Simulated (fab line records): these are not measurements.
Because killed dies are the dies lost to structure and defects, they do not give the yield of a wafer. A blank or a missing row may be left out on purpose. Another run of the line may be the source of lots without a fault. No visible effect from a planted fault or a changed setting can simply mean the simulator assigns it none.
fab line records / flow sky130 / part 2 of 2: steps 30 to 40 of 40
[record] lots = 5 wafers = 15 last_day = 50
route steps=708 shown POLY_GATE@220 LDD_N@237 LDD_P@255
lots that met no fault: taken from a fault-free run of the same line
start_h: start of the lot's first displayed wafer, in hours after the record's first day / wait_h: hours elapsed since this lot's preceding step / " as in the row above / L1.1+2: one row covering several wafers at once / - either no value or no given start / * or withheld: withheld / < > ~ a bound
route shown NAME@n: names a module that has steps shown in the file, with the first one's number in the route / usual: mean/standard deviation of fault-free wafers / same: alike in all rows / chamber/n: place in a boat / sites: per-site readings / _std_site: standard deviation across them / _edge_site: mean of outer sites minus mean of inner sites / radius_mm: how far each site lies from the wafer's centre / mask NAME#n: copy n / behind: the last tool/chamber to shape the wafer / hold: what put the lot on hold/how long, in hours/how the hold closed / device: the n, p or np transistor that did not switch / end of line: the tests these same wafers got at the end of their route / for a step that has no rows: nothing shown but its recipe / killed: count of dies lost to structure and defects at first sort (not the wafer's yield) / map: shows each die of a wafer: x if killed, . if not, _ if none is there
set.NAME: setting as actually run; set.NAME@STEP: the setting as run at that earlier step / model.NAME: the simulator's own value behind a step, which no gauge read
lots at some steps of the route; a table a step, a row a wafer
services: the hour from which a tool's chamber was out of use, counted from the record's first day as start_h (under 0 if before that day), plus the number of hours and why
[[steps]]
[step SKY_LDD_N_IMPLANT_12]
[recipe] species = BF2 energy_kev = 50 dose_cm2 = 5e+12 tilt_deg = 30 rotation_deg = 0
[usual] beam_on_s = 9.98/0.21
lot.wafer=L077.1 tool=implanter-01 chamber=0 start_h=423.17 wait_h=0.1 beam_on_s=10.01
lot.wafer=L077.3 tool=implanter-01 chamber=0 start_h=423.17 wait_h=0.1 beam_on_s=9.80
lot.wafer=L077.6 tool=implanter-01 chamber=0 start_h=423.17 wait_h=0.1 beam_on_s=9.91
lot.wafer=L078.2 tool=implanter-04 chamber=0 start_h=433.47 wait_h=0.1 beam_on_s=9.65
lot.wafer=L078.4 tool=implanter-04 chamber=0 start_h=433.47 wait_h=0.1 beam_on_s=10.02
lot.wafer=L078.6 tool=implanter-04 chamber=0 start_h=433.47 wait_h=0.1 beam_on_s=9.69
lot.wafer=L082.2 tool=implanter-04 chamber=0 start_h=477.38 wait_h=0.1 beam_on_s=9.73
lot.wafer=L082.3 tool=implanter-04 chamber=0 start_h=477.38 wait_h=0.1 beam_on_s=10.22
lot.wafer=L082.4 tool=implanter-04 chamber=0 start_h=477.38 wait_h=0.1 beam_on_s=9.97
lot.wafer=L085.2 tool=implanter-03 chamber=0 start_h=504.65 wait_h=0.1 beam_on_s=9.94
lot.wafer=L085.4 tool=implanter-03 chamber=0 start_h=504.65 wait_h=0.1 beam_on_s=9.81
lot.wafer=L085.5 tool=implanter-03 chamber=0 start_h=504.65 wait_h=0.1 beam_on_s=10.14
lot.wafer=L097.1 tool=implanter-04 chamber=0 start_h=595.57 wait_h=0.1 beam_on_s=10.23
lot.wafer=L097.4 tool=implanter-04 chamber=0 start_h=595.57 wait_h=0.1 beam_on_s=9.62
lot.wafer=L097.6 tool=implanter-04 chamber=0 start_h=595.57 wait_h=0.1 beam_on_s=10.03
[step SKY_LDD_N_IMPLANT_13]
[recipe] species = BF2 energy_kev = 50 dose_cm2 = 5e+12 tilt_deg = 30 rotation_deg = 90
[usual] beam_on_s = 10.01/0.19
lot.wafer=L077.1 tool=implanter-01 chamber=0 start_h=423.32 wait_h=0.1 beam_on_s=10.18
lot.wafer=L077.3 tool=implanter-01 chamber=0 start_h=423.32 wait_h=0.1 beam_on_s=9.85
lot.wafer=L077.6 tool=implanter-01 chamber=0 start_h=423.32 wait_h=0.1 beam_on_s=10.06
lot.wafer=L078.2 tool=implanter-04 chamber=0 start_h=433.62 wait_h=0.1 beam_on_s=9.80
lot.wafer=L078.4 tool=implanter-04 chamber=0 start_h=433.62 wait_h=0.1 beam_on_s=10.20
lot.wafer=L078.6 tool=implanter-04 chamber=0 start_h=433.62 wait_h=0.1 beam_on_s=10.11
lot.wafer=L082.2 tool=implanter-04 chamber=0 start_h=477.53 wait_h=0.1 beam_on_s=9.93
lot.wafer=L082.3 tool=implanter-04 chamber=0 start_h=477.53 wait_h=0.1 beam_on_s=10.18
lot.wafer=L082.4 tool=implanter-04 chamber=0 start_h=477.53 wait_h=0.1 beam_on_s=10.11
lot.wafer=L085.2 tool=implanter-03 chamber=0 start_h=504.80 wait_h=0.1 beam_on_s=9.99
lot.wafer=L085.4 tool=implanter-03 chamber=0 start_h=504.80 wait_h=0.1 beam_on_s=9.77
lot.wafer=L085.5 tool=implanter-03 chamber=0 start_h=504.80 wait_h=0.1 beam_on_s=10.01
lot.wafer=L097.1 tool=implanter-04 chamber=0 start_h=595.72 wait_h=0.1 beam_on_s=9.63
lot.wafer=L097.4 tool=implanter-04 chamber=0 start_h=595.72 wait_h=0.1 beam_on_s=10.17
lot.wafer=L097.6 tool=implanter-04 chamber=0 start_h=595.72 wait_h=0.1 beam_on_s=10.18
[step SKY_LDD_N_IMPLANT_14]
[recipe] species = BF2 energy_kev = 50 dose_cm2 = 5e+12 tilt_deg = 30 rotation_deg = 180
[usual] beam_on_s = 9.99/0.21
lot.wafer=L077.1 tool=implanter-01 chamber=0 start_h=423.47 wait_h=0.1 beam_on_s=10.03
lot.wafer=L077.3 tool=implanter-01 chamber=0 start_h=423.47 wait_h=0.1 beam_on_s=9.98
lot.wafer=L077.6 tool=implanter-01 chamber=0 start_h=423.47 wait_h=0.1 beam_on_s=9.97
lot.wafer=L078.2 tool=implanter-04 chamber=0 start_h=433.77 wait_h=0.1 beam_on_s=9.96
lot.wafer=L078.4 tool=implanter-04 chamber=0 start_h=433.77 wait_h=0.1 beam_on_s=9.70
lot.wafer=L078.6 tool=implanter-04 chamber=0 start_h=433.77 wait_h=0.1 beam_on_s=9.90
lot.wafer=L082.2 tool=implanter-04 chamber=0 start_h=477.68 wait_h=0.1 beam_on_s=9.57
lot.wafer=L082.3 tool=implanter-04 chamber=0 start_h=477.68 wait_h=0.1 beam_on_s=9.71
lot.wafer=L082.4 tool=implanter-04 chamber=0 start_h=477.68 wait_h=0.1 beam_on_s=9.70
lot.wafer=L085.2 tool=implanter-03 chamber=0 start_h=504.95 wait_h=0.1 beam_on_s=10.35
lot.wafer=L085.4 tool=implanter-03 chamber=0 start_h=504.95 wait_h=0.1 beam_on_s=9.70
lot.wafer=L085.5 tool=implanter-03 chamber=0 start_h=504.95 wait_h=0.1 beam_on_s=10.03
lot.wafer=L097.1 tool=implanter-04 chamber=0 start_h=595.87 wait_h=0.1 beam_on_s=10.18
lot.wafer=L097.4 tool=implanter-04 chamber=0 start_h=595.87 wait_h=0.1 beam_on_s=9.82
lot.wafer=L097.6 tool=implanter-04 chamber=0 start_h=595.87 wait_h=0.1 beam_on_s=9.78
[step SKY_LDD_N_IMPLANT_15]
[recipe] species = BF2 energy_kev = 50 dose_cm2 = 5e+12 tilt_deg = 30 rotation_deg = 270
[usual] beam_on_s = 10.01/0.2
lot.wafer=L077.1 tool=implanter-01 chamber=0 start_h=423.62 wait_h=0.1 beam_on_s=9.57
lot.wafer=L077.3 tool=implanter-01 chamber=0 start_h=423.62 wait_h=0.1 beam_on_s=10.16
lot.wafer=L077.6 tool=implanter-01 chamber=0 start_h=423.62 wait_h=0.1 beam_on_s=9.89
lot.wafer=L078.2 tool=implanter-04 chamber=0 start_h=433.92 wait_h=0.1 beam_on_s=10.06
lot.wafer=L078.4 tool=implanter-04 chamber=0 start_h=433.92 wait_h=0.1 beam_on_s=9.86
lot.wafer=L078.6 tool=implanter-04 chamber=0 start_h=433.92 wait_h=0.1 beam_on_s=10.05
lot.wafer=L082.2 tool=implanter-04 chamber=0 start_h=477.83 wait_h=0.1 beam_on_s=9.74
lot.wafer=L082.3 tool=implanter-04 chamber=0 start_h=477.83 wait_h=0.1 beam_on_s=9.87
lot.wafer=L082.4 tool=implanter-04 chamber=0 start_h=477.83 wait_h=0.1 beam_on_s=10.01
lot.wafer=L085.2 tool=implanter-03 chamber=0 start_h=505.10 wait_h=0.1 beam_on_s=10.43
lot.wafer=L085.4 tool=implanter-03 chamber=0 start_h=505.10 wait_h=0.1 beam_on_s=9.86
lot.wafer=L085.5 tool=implanter-03 chamber=0 start_h=505.10 wait_h=0.1 beam_on_s=10.25
lot.wafer=L097.1 tool=implanter-04 chamber=0 start_h=596.02 wait_h=0.1 beam_on_s=10.29
lot.wafer=L097.4 tool=implanter-04 chamber=0 start_h=596.02 wait_h=0.1 beam_on_s=9.88
lot.wafer=L097.6 tool=implanter-04 chamber=0 start_h=596.02 wait_h=0.1 beam_on_s=10.48
[step SKY_LDD_N_STRIP_16]
[recipe] chemistry = O2/N2 power_w = 1400 pressure_mtorr = 1500 platen_temp_c = withheld o2_flow_sccm = 3000 n2_flow_sccm = 300 overash_fraction = 0.5
[usual] drypump_motor_current_A = 5.9/0.41 oes_product_au = 0.406/0.0042 strip_time_to_endpoint_s = 4.314/0.015
lot.wafer=L077.1 tool=plasma_asher-03 chamber=0 start_h=423.77 wait_h=0.1 drypump_motor_current_A=5.5 oes_product_au=0.408 rf_hours_counter_h=63 strip_time_to_endpoint_s=4.334
lot.wafer=L077.3 tool=plasma_asher-03 chamber=0 start_h=423.77 wait_h=0.1 drypump_motor_current_A=5.5 oes_product_au=0.409 rf_hours_counter_h=- strip_time_to_endpoint_s=4.318
lot.wafer=L077.6 tool=plasma_asher-03 chamber=0 start_h=423.77 wait_h=0.1 drypump_motor_current_A=5.5 oes_product_au=0.412 rf_hours_counter_h=- strip_time_to_endpoint_s=4.327
lot.wafer=L078.2 tool=plasma_asher-03 chamber=0 start_h=434.05 wait_h=0.1 drypump_motor_current_A=5.5 oes_product_au=0.409 rf_hours_counter_h=64 strip_time_to_endpoint_s=4.303
lot.wafer=L078.4 tool=plasma_asher-03 chamber=0 start_h=434.05 wait_h=0.1 drypump_motor_current_A=5.5 oes_product_au=0.408 rf_hours_counter_h=- strip_time_to_endpoint_s=4.285
lot.wafer=L078.6 tool=plasma_asher-03 chamber=1 start_h=434.05 wait_h=0.1 drypump_motor_current_A=5.9 oes_product_au=0.402 rf_hours_counter_h=- strip_time_to_endpoint_s=4.313
lot.wafer=L082.2 tool=plasma_asher-03 chamber=0 start_h=477.95 wait_h=0.1 drypump_motor_current_A=5.5 oes_product_au=0.409 rf_hours_counter_h=68 strip_time_to_endpoint_s=4.288
lot.wafer=L082.3 tool=plasma_asher-03 chamber=0 start_h=477.95 wait_h=0.1 drypump_motor_current_A=5.5 oes_product_au=0.410 rf_hours_counter_h=- strip_time_to_endpoint_s=4.297
lot.wafer=L082.4 tool=plasma_asher-03 chamber=1 start_h=477.95 wait_h=0.1 drypump_motor_current_A=5.9 oes_product_au=0.402 rf_hours_counter_h=- strip_time_to_endpoint_s=4.310
lot.wafer=L085.2 tool=plasma_asher-03 chamber=0 start_h=505.22 wait_h=0.1 drypump_motor_current_A=5.5 oes_product_au=0.412 rf_hours_counter_h=71 strip_time_to_endpoint_s=4.297
lot.wafer=L085.4 tool=plasma_asher-03 chamber=1 start_h=505.22 wait_h=0.1 drypump_motor_current_A=5.9 oes_product_au=0.403 rf_hours_counter_h=- strip_time_to_endpoint_s=4.304
lot.wafer=L085.5 tool=plasma_asher-03 chamber=1 start_h=505.22 wait_h=0.1 drypump_motor_current_A=5.9 oes_product_au=0.401 rf_hours_counter_h=- strip_time_to_endpoint_s=4.287
lot.wafer=L097.1 tool=plasma_asher-01 chamber=0 start_h=596.17 wait_h=0.1 drypump_motor_current_A=6.3 oes_product_au=0.405 rf_hours_counter_h=49 strip_time_to_endpoint_s=4.301
lot.wafer=L097.4 tool=plasma_asher-01 chamber=0 start_h=596.17 wait_h=0.1 drypump_motor_current_A=6.3 oes_product_au=0.408 rf_hours_counter_h=- strip_time_to_endpoint_s=4.312
lot.wafer=L097.6 tool=plasma_asher-01 chamber=1 start_h=596.17 wait_h=0.1 drypump_motor_current_A=6.5 oes_product_au=0.405 rf_hours_counter_h=- strip_time_to_endpoint_s=4.315
[step SKY_LDD_N_TW_MEAS_17]
[usual] LDD_N_TW = 2591/26
lot.wafer=L077.1 tool=film_metro-01 chamber=- start_h=423.89 wait_h=0.1 LDD_N_TW=2614
lot.wafer=L077.3 tool=film_metro-01 chamber=- start_h=423.89 wait_h=0.1 LDD_N_TW=2629
lot.wafer=L077.6 tool=film_metro-01 chamber=- start_h=423.89 wait_h=0.1 LDD_N_TW=2608
lot.wafer=L078.2 tool=film_metro-01 chamber=- start_h=434.16 wait_h=0.1 LDD_N_TW=2645
lot.wafer=L078.4 tool=film_metro-01 chamber=- start_h=434.16 wait_h=0.1 LDD_N_TW=2650
lot.wafer=L078.6 tool=film_metro-01 chamber=- start_h=434.16 wait_h=0.1 LDD_N_TW=2640
lot.wafer=L082.2 tool=film_metro-03 chamber=- start_h=478.06 wait_h=0.1 LDD_N_TW=2581
lot.wafer=L082.3 tool=film_metro-03 chamber=- start_h=478.06 wait_h=0.1 LDD_N_TW=2576
lot.wafer=L082.4 tool=film_metro-03 chamber=- start_h=478.06 wait_h=0.1 LDD_N_TW=2583
lot.wafer=L085.2 tool=film_metro-03 chamber=- start_h=505.33 wait_h=0.1 LDD_N_TW=2593
lot.wafer=L085.4 tool=film_metro-03 chamber=- start_h=505.33 wait_h=0.1 LDD_N_TW=2574
lot.wafer=L085.5 tool=film_metro-03 chamber=- start_h=505.33 wait_h=0.1 LDD_N_TW=2568
lot.wafer=L097.1 tool=film_metro-03 chamber=- start_h=596.27 wait_h=0.1 LDD_N_TW=2560
lot.wafer=L097.4 tool=film_metro-03 chamber=- start_h=596.27 wait_h=0.1 LDD_N_TW=2560
lot.wafer=L097.6 tool=film_metro-03 chamber=- start_h=596.27 wait_h=0.1 LDD_N_TW=2568
[step SKY_LDD_P_DEHYDRATE_00]
[recipe] temp_c = 200 time_s = 60
lot.wafer=L077.1+3+6 tool=litho_track-03 chamber=0 start_h=439.02 wait_h=15.1
lot.wafer=L078.2+4+6 tool=litho_track-01 chamber=0 start_h=449.11 wait_h=14.9
lot.wafer=L082.2+3+4 tool=litho_track-01 chamber=0 start_h=493.36 wait_h=15.3
lot.wafer=L085.2+4+5 tool=litho_track-03 chamber=0 start_h=520.14 wait_h=14.8
lot.wafer=L097.1+4+6 tool=litho_track-02 chamber=0 start_h=610.48 wait_h=14.2
[step SKY_LDD_P_HMDS_01]
[recipe] prime_time_s = 60 prime_temp_c = 120
[same] prime_time_s = 60
lot.wafer=L077.1+3+6 tool=litho_track-03 chamber=0 start_h=439.17 wait_h=0.1
lot.wafer=L078.2+4+6 tool=litho_track-01 chamber=0 start_h=449.26 wait_h=0.1
lot.wafer=L082.2+3+4 tool=litho_track-01 chamber=0 start_h=493.51 wait_h=0.1
lot.wafer=L085.2+4+5 tool=litho_track-03 chamber=0 start_h=520.29 wait_h=0.1
lot.wafer=L097.1+4+6 tool=litho_track-02 chamber=0 start_h=610.63 wait_h=0.1
[step SKY_LDD_P_COAT_02]
[recipe] resist = NOVOLAK spin_rpm = 3000 resist_thk_nm = 1140
lot.wafer=L077.1+3+6 tool=litho_track-03 chamber=0 start_h=439.32 wait_h=0.1
lot.wafer=L078.2+4+6 tool=litho_track-01 chamber=0 start_h=449.41 wait_h=0.1
lot.wafer=L082.2+3+4 tool=litho_track-01 chamber=0 start_h=493.66 wait_h=0.1
lot.wafer=L085.2+4+5 tool=litho_track-03 chamber=0 start_h=520.44 wait_h=0.1
lot.wafer=L097.1+4+6 tool=litho_track-02 chamber=0 start_h=610.78 wait_h=0.1
[step SKY_LDD_P_SOFTBAKE_03]
[recipe] temp_c = 90 time_s = 60 resist = NOVOLAK
lot.wafer=L077.1+3+6 tool=litho_track-03 chamber=0 start_h=439.47 wait_h=0.1
lot.wafer=L078.2+4+6 tool=litho_track-01 chamber=0 start_h=449.56 wait_h=0.1
lot.wafer=L082.2+3+4 tool=litho_track-01 chamber=0 start_h=493.81 wait_h=0.1
lot.wafer=L085.2+4+5 tool=litho_track-03 chamber=0 start_h=520.59 wait_h=0.1
lot.wafer=L097.1+4+6 tool=litho_track-02 chamber=0 start_h=610.93 wait_h=0.1
[step SKY_LDD_P_EXPOSE_04]
[recipe] mask_id = PSDM na = 0.6 source_shape = conventional sigma_outer = 0.6 polarization = unpolarized target_cd_nm = 380 dose_mj = 138
[usual] stage_vel_mm_s = 499.98/0.24
[same] na = 0.6
lot.wafer=L077.1 tool=iline_stepper-02 chamber=0 start_h=- wait_h=- mask=PSDM#0 stage_vel_mm_s=500.23
lot.wafer=L077.3 tool=iline_stepper-02 chamber=0 start_h=- wait_h=- mask=PSDM#0 stage_vel_mm_s=499.70
lot.wafer=L077.6 tool=iline_stepper-02 chamber=0 start_h=- wait_h=- mask=PSDM#0 stage_vel_mm_s=500.15
lot.wafer=L078.2 tool=iline_stepper-02 chamber=0 start_h=- wait_h=- mask=PSDM#0 stage_vel_mm_s=499.68
lot.wafer=L078.4 tool=iline_stepper-02 chamber=0 start_h=- wait_h=- mask=PSDM#0 stage_vel_mm_s=499.34
lot.wafer=L078.6 tool=iline_stepper-02 chamber=0 start_h=- wait_h=- mask=PSDM#0 stage_vel_mm_s=499.92
lot.wafer=L082.2 tool=iline_stepper-02 chamber=0 start_h=- wait_h=- mask=PSDM#0 stage_vel_mm_s=500.51
lot.wafer=L082.3 tool=iline_stepper-02 chamber=0 start_h=- wait_h=- mask=PSDM#0 stage_vel_mm_s=499.87
lot.wafer=L082.4 tool=iline_stepper-02 chamber=0 start_h=- wait_h=- mask=PSDM#0 stage_vel_mm_s=500.09
lot.wafer=L085.2 tool=iline_stepper-01 chamber=0 start_h=- wait_h=- mask=PSDM#0 stage_vel_mm_s=499.96
lot.wafer=L085.4 tool=iline_stepper-01 chamber=0 start_h=- wait_h=- mask=PSDM#0 stage_vel_mm_s=499.96
lot.wafer=L085.5 tool=iline_stepper-01 chamber=0 start_h=- wait_h=- mask=PSDM#0 stage_vel_mm_s=499.98
lot.wafer=L097.1 tool=iline_stepper-01 chamber=0 start_h=- wait_h=- mask=PSDM#0 stage_vel_mm_s=500.11
lot.wafer=L097.4 tool=iline_stepper-01 chamber=0 start_h=- wait_h=- mask=PSDM#0 stage_vel_mm_s=499.92
lot.wafer=L097.6 tool=iline_stepper-01 chamber=0 start_h=- wait_h=- mask=PSDM#0 stage_vel_mm_s=500.34
[[services]]
tool=iline_stepper-02 chamber=- start_h=353.97 hours=2.1 kind=pm
tool=krf_scanner-02 chamber=- start_h=364.61 hours=1.0 kind=pm
tool=implanter-01 chamber=- start_h=378.60 hours=3.9 kind=pm
tool=implanter-04 chamber=- start_h=380.70 hours=0.7 kind=repair
tool=krf_scanner-02 chamber=- start_h=383.28 hours=1.3 kind=pm
tool=rie_diel-01 chamber=3 start_h=384.52 hours=11.8 kind=repair
tool=implanter-03 chamber=- start_h=392.55 hours=20.5 kind=pm
tool=krf_scanner-02 chamber=- start_h=396.31 hours=0.3 kind=repair
tool=rie_diel-01 chamber=1 start_h=402.91 hours=10.8 kind=repair
tool=krf_scanner-02 chamber=- start_h=418.43 hours=0.7 kind=repair
tool=implanter-01 chamber=- start_h=425.02 hours=2.9 kind=pm
tool=iline_stepper-02 chamber=- start_h=433.87 hours=1.3 kind=repair
tool=implanter-03 chamber=- start_h=479.03 hours=4.3 kind=repair
tool=implanter-01 chamber=- start_h=496.19 hours=3.5 kind=repair
tool=iline_stepper-02 chamber=- start_h=523.66 hours=4.4 kind=pm
tool=iline_stepper-02 chamber=- start_h=528.10 hours=1.7 kind=pm
tool=implanter-03 chamber=- start_h=529.47 hours=4.6 kind=repair
tool=implanter-04 chamber=- start_h=533.28 hours=1.2 kind=repair
tool=implanter-04 chamber=- start_h=556.03 hours=6.3 kind=pm
tool=iline_stepper-02 chamber=- start_h=569.77 hours=1.3 kind=repair
tool=implanter-04 chamber=- start_h=570.14 hours=2.0 kind=repair
tool=implanter-04 chamber=- start_h=572.09 hours=3.3 kind=pm
tool=iline_stepper-02 chamber=- start_h=601.36 hours=2.6 kind=repair
tool=implanter-01 chamber=- start_h=602.30 hours=2.1 kind=repair
